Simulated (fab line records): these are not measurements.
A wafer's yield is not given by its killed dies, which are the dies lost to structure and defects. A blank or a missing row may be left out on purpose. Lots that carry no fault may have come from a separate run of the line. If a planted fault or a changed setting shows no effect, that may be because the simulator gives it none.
Which tool did it?	flow sky130	11 lots with 33 wafers sampled at 5 steps, on a route of 708 steps

== WHAT THE GAUGES SHOWED, per wafer ==
The record holds no reading of a measuring or inspecting step that can be judged against a usual standard deviation.

== TOOL THAT RAN EACH LOT (tool first, then ch and the chambers of the sampled wafers, then the start) ==
lot	SKY_VIA1_CMP_24	SKY_METAL2_DESCUM_17	SKY_METAL2_METAL_ETCH_19	SKY_VIA2_ETCH_15	SKY_PAD_OPEN_PROBE_99
L740	cmp-01 ch 0,1,2, day 34 19:26	rieMetal-01 ch 0,1, day 35 22:35	rieMetal-01 ch 0,1, day 35 22:40	rieDiel-04 ch 0,3, day 37 01:26	prober-02, day 46 10:44
L743	cmp-02 ch 1,3, day 35 21:53	rieMetal-02 ch 0,1, day 36 23:47	rieMetal-02 ch 0,1, day 36 23:54	rieDiel-04 ch 0,2,3, day 38 03:16	prober-02, day 47 07:21
L745	cmp-01 ch 0,2,3, day 36 07:08	rieMetal-02 ch 0,1, day 37 10:02	rieMetal-02 ch 0,1, day 37 10:09	rieDiel-04 ch 1,2,3, day 38 13:28	prober-01, day 47 13:28
L746	cmp-02 ch 0,1,3, day 36 19:23	rieMetal-02 ch 0, day 37 20:59	rieMetal-02 ch 0, day 37 21:10	rieDiel-04 ch 0,2,3, day 38 23:53	prober-02, day 47 19:12
L753	cmp-01 ch 0,1,3, day 38 20:07	rieMetal-02 ch 0,1, day 39 22:20	rieMetal-02 ch 0,1, day 39 22:26	rieDiel-03 ch 0,3, day 41 00:10	prober-02, day 49 10:17
L751	cmp-02 ch 0,2,3, day 39 03:25	rieMetal-02 ch 0,1, day 40 04:35	rieMetal-02 ch 0,1, day 40 04:40	rieDiel-03 ch 0,2, day 41 05:32	prober-02, day 49 15:56
L755	cmp-02 ch 1,2, day 39 05:29	rieMetal-03 ch 0,1, day 40 07:02	rieMetal-03 ch 0,1, day 40 07:07	rieDiel-03 ch 0,1,2, day 41 08:25	prober-01, day 49 17:36
L756	cmp-01 ch 0,1,3, day 39 09:47	rieMetal-02 ch 0,1, day 40 11:14	rieMetal-02 ch 0,1, day 40 11:21	rieDiel-03 ch 1,2, day 41 13:04	prober-02, day 49 20:15
L757	cmp-01 ch 0,1,2, day 39 20:42	rieMetal-03 ch 0, day 40 21:17	rieMetal-03 ch 0, day 40 21:22	rieDiel-03 ch 2,3, day 41 21:59	prober-01, day 50 03:33
L759	cmp-01 ch 0,1,3, day 40 08:54	rieMetal-01 ch 0,1, day 41 08:56	rieMetal-01 ch 0,1, day 41 09:04	rieDiel-01 ch 0,1, day 42 09:41	prober-01, day 50 12:07
L761	cmp-01 ch 1,2,3, day 40 21:43	rieMetal-01 ch 0,1, day 41 21:35	rieMetal-01 ch 0,1, day 41 21:41	rieDiel-04 ch 0,3, day 42 22:07	prober-01, day 50 18:11
- SKY_VIA1_CMP_24: polishes, stops on SiO2, t overpolish 15 s, target thk 0 nm.
- SKY_METAL2_DESCUM_17: chemistry O2, time 8 s.
- SKY_METAL2_METAL_ETCH_19: etches the open film in Cl2/BCl3, stops on SiO2, target depth 360 nm, time 78 s.
- SKY_VIA2_ETCH_15: etches SiO2 in C4F8/O2/Ar, stops on TiN, target depth 546 nm, time 84 s.
- SKY_PAD_OPEN_PROBE_99

== WHAT THE TOOLS THEMSELVES READ (means of the sampled wafers that have a number; where no wafer has one, the mark that the record gives instead) ==
SKY_VIA1_CMP_24.
lot	tool	edgeZonePressureFrac	motorCurrentA (A)	overpolishRunS (s)	slurryFilterDpKPa (kPa)	timeToEndpointS (s)
L740	cmp-01	1.002	10.7	15.008	13.52	64.2
L743	cmp-02	1.000	12.3	15.003	13.46	63.7
L745	cmp-01	0.996	9.8	15.001	13.57	65.0
L746	cmp-02	1.003	11.5	14.992	13.55	62.3
L753	cmp-01	1.003	9.8	15.005	13.44	62.2
L751	cmp-02	1.004	12.0	14.996	13.48	64.9
L755	cmp-02	0.999	12.2	15.002	13.46	64.2
L756	cmp-01	0.996	9.6	14.999	13.54	67.9
L757	cmp-01	1.005	11.1	15.000	13.49	68.7
L759	cmp-01	1.000	9.8	15.009	13.46	65.2
L761	cmp-01	1.004	10.9	15.008	13.44	63.4

SKY_METAL2_DESCUM_17.
lot	tool	drypumpMotorCurrentA (A)	oesProductAu (a.u.)	tempC (C)
L740	rieMetal-01	5.9	1.001	39.96
L743	rieMetal-02	5.7	0.994	40.05
L745	rieMetal-02	5.7	1.004	39.98
L746	rieMetal-02	5.6	1.004	40.05
L753	rieMetal-02	5.9	1.004	40.00
L751	rieMetal-02	5.7	0.996	40.06
L755	rieMetal-03	6.3	1.010	40.15
L756	rieMetal-02	5.7	1.003	40.05
L757	rieMetal-03	5.6	0.996	39.95
L759	rieMetal-01	6.0	1.002	40.03
L761	rieMetal-01	6.1	1.000	40.06

SKY_METAL2_METAL_ETCH_19.
lot	tool	biasW (W)	drypumpMotorCurrentA (A)	oesProductAu (a.u.)	throttleValvePct (%)
L740	rieMetal-01	48.57	6.0	0.852	22.263
L743	rieMetal-02	48.43	5.8	0.852	22.268
L745	rieMetal-02	48.53	5.7	0.848	22.266
L746	rieMetal-02	48.41	5.6	0.855	22.275
L753	rieMetal-02	48.43	5.9	0.853	22.268
L751	rieMetal-02	48.60	5.7	0.854	22.268
L755	rieMetal-03	48.40	6.3	0.856	22.257
L756	rieMetal-02	48.51	5.7	0.855	22.260
L757	rieMetal-03	48.33	5.7	0.856	22.268
L759	rieMetal-01	48.44	5.9	0.858	22.260
L761	rieMetal-01	48.42	6.1	0.861	22.264

SKY_VIA2_ETCH_15.
lot	tool	biasW (W)	oesProductAu (a.u.)
L740	rieDiel-04	1204	0.942
L743	rieDiel-04	1240	0.941
L745	rieDiel-04	1241	0.941
L746	rieDiel-04	1244	0.937
L753	rieDiel-03	1201	0.937
L751	rieDiel-03	1198	0.945
L755	rieDiel-03	1199	0.933
L756	rieDiel-03	1201	0.938
L757	rieDiel-03	1202	0.941
L759	rieDiel-01	1204	0.940
L761	rieDiel-04	1198	0.939

SKY_PAD_OPEN_PROBE_99.
lot	tool	defectLimitedYield (%)	killed_at_M0_to_M3	killed_at_M4_up	killedAtContacts	killedAtFrontEnd	killedAtOther	killedDies	killedOnRim	killedOpen	killedShort	sort_bin_3_pad_short (%)	sort_bin_5_function (%)	sort_bin_6_memory (%)	sortNPass	sortYieldPct (%)
L740	prober-02	83.0	43	3.0	24	13	0.3	84	17	44	39	0.5	11.1	5.5	408	83.0
L743	prober-02	83.5	37	4.0	24	16	0.0	81	17	43	39	0.5	10.3	5.8	411	83.5
L745	prober-01	80.8	46	2.7	27	18	0.3	94	19	52	43	0.9	11.4	6.8	398	80.8
L746	prober-02	83.7	42	2.7	23	13	0.0	80	17	47	33	0.5	9.7	6.2	412	83.7
L753	prober-02	83.2	40	3.7	22	17	0.3	83	14	42	41	0.7	10.4	5.7	409	83.2
L751	prober-02	83.8	41	2.3	24	12	0.0	80	16	42	37	0.9	10.2	5.2	412	83.8
L755	prober-01	80.9	45	3.3	26	19	0.3	94	15	54	40	0.9	11.1	7.0	398	80.9
L756	prober-02	83.3	44	2.7	19	16	0.0	82	17	38	44	1.0	9.8	5.8	410	83.3
L757	prober-01	82.1	40	2.7	27	18	0.3	88	18	48	39	0.9	9.9	7.1	404	82.1
L759	prober-01	82.2	50	1.3	25	11	0.3	88	16	48	39	1.0	9.5	7.2	404	82.2
L761	prober-01	84.5	38	3.3	18	16	0.0	76	13	44	33	0.7	10.2	4.6	416	84.5

== THE ANSWER, worked out from the rows above alone ==
Rule: what is usual is taken from the lots themselves. The widest of any qualifying gaps counts: lots, ordered by their means at a reading, are off when they make up no more than a third of the lots, leave a main group of 4 or more, and stand apart from it by 3 or more times the standard deviation of that group's means. If all means in a main group match to the digits the tables above print for the reading, that group is not used. Also off: a lot with no number at a reading for which 4 or more lots have one. Any other lot the step has rows for is counted as sound. First the gauges in route order, then the tools' own readings, where a lot's mean is used as printed above. The first step at which some lot is off is used, and at that step the reading that is off furthest; a lot without a number counts as furthest.
Off at SKY_VIA2_ETCH_15 (biasW): L743, L745, L746. The main group: mean 1201 W, standard deviation 2.3.
A tool fits if, at that step or a process step before it, it ran every lot that is off, and no sound lot after the first of them. No candidate that was tried fits.

== WHAT THE SIMULATOR HAD PUT IN ==
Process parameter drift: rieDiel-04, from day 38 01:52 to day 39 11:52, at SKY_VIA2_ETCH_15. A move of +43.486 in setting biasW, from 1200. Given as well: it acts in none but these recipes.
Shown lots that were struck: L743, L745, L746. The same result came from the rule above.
